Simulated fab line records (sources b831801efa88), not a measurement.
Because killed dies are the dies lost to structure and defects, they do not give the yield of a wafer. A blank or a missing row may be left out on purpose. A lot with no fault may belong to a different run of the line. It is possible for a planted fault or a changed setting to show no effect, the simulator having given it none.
Problem report, 8D (eight disciplines) form, completed by code | flow sky130 | the parts of the form that need people (team, actions taken, sign-off) are left out

== 1. THE ISSUE ==
At SKY_POLY_GATE_DEVELOP_12, developer_temp_C averages 18.87 C over 9 wafers from 3 lots, while fault-free wafers read 21.01 C, standard deviation 0.11. That is -19 standard deviations from the usual mean.
The step: develop time 60 s.
First seen on wafer L854.2, day 18 11:00, on litho_track-04. Wafers with a number at this step in the record: 42, from 14 lots. Rule for "out", or "out of limits": more than 4 standard deviations from the usual mean. Any other wafer with a number is counted as sound.

== 2. WHAT IT IS; WHAT IT IS NOT ==
question                    | is                     | is not
which readings at this step | developer_temp_C       | -
which lots                  | L854, L855, L856       | L848, L852, L853, L863, L865, L866, L867, L868, L869, L870, L871
which wafers of those lots  | all that have a number | -
read on which tools         | litho_track-04         | litho_track-01, litho_track-02
when                        | from day 18 11:00      | up to then (9 sound wafers); but 24 sound wafers of L863, L865, L866, L867, L868, L869, L870, L871 came after

== 3. WHAT RULES OUT EACH SUSPECT ==
Counting: any tool at a process step up to the reading is kept as a suspect provided that every lot that is out went through it and no sound lot did after the first of them.
- litho_track-04 at SKY_POLY_GATE_DEVELOP_12 (develop time 60 s): ruled out as a lasting fault. Sound lots L866, L868 ran on it after its first lot that is out, L854 (day 18 11:00).
Left after counting: nothing in the record.

== 4. THE CAUSE (what the simulator had put in) ==
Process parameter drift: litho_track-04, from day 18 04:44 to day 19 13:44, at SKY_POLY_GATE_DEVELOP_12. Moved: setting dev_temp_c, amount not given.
Counting ruled it out, wrongly.

== 5. THE CHAIN OF EFFECTS, in route order ==
Each row: a reading where the mean over the struck wafers with a number is more than 3 standard deviations away from the usual. Scope: only readings with a usual standard deviation given in the record; hours: median across lots of the time from each lot's start at the first step in this table that gives one to its start at this step; sigmas: change in usual standard deviations.
hours | step                     | reading          | usual   | on struck wafers | change | sigmas
0     | SKY_POLY_GATE_DEVELOP_12 | developer_temp_C | 21.01 C | 18.87            | -2.14  | -19
Its process steps:
- SKY_POLY_GATE_DEVELOP_12: develop time 60 s.
Later measuring or inspecting steps at which every struck wafer that the step has a row for has a number for every such reading, and none has moved that far: SKY_LDD_HVP_OVL_MEAS_07.

== 6. WHAT WOULD HAVE CAUGHT IT SOONER ==
In this record no reading fell out of limits until day 18 11:00, 6 hours after the fault had begun at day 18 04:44.
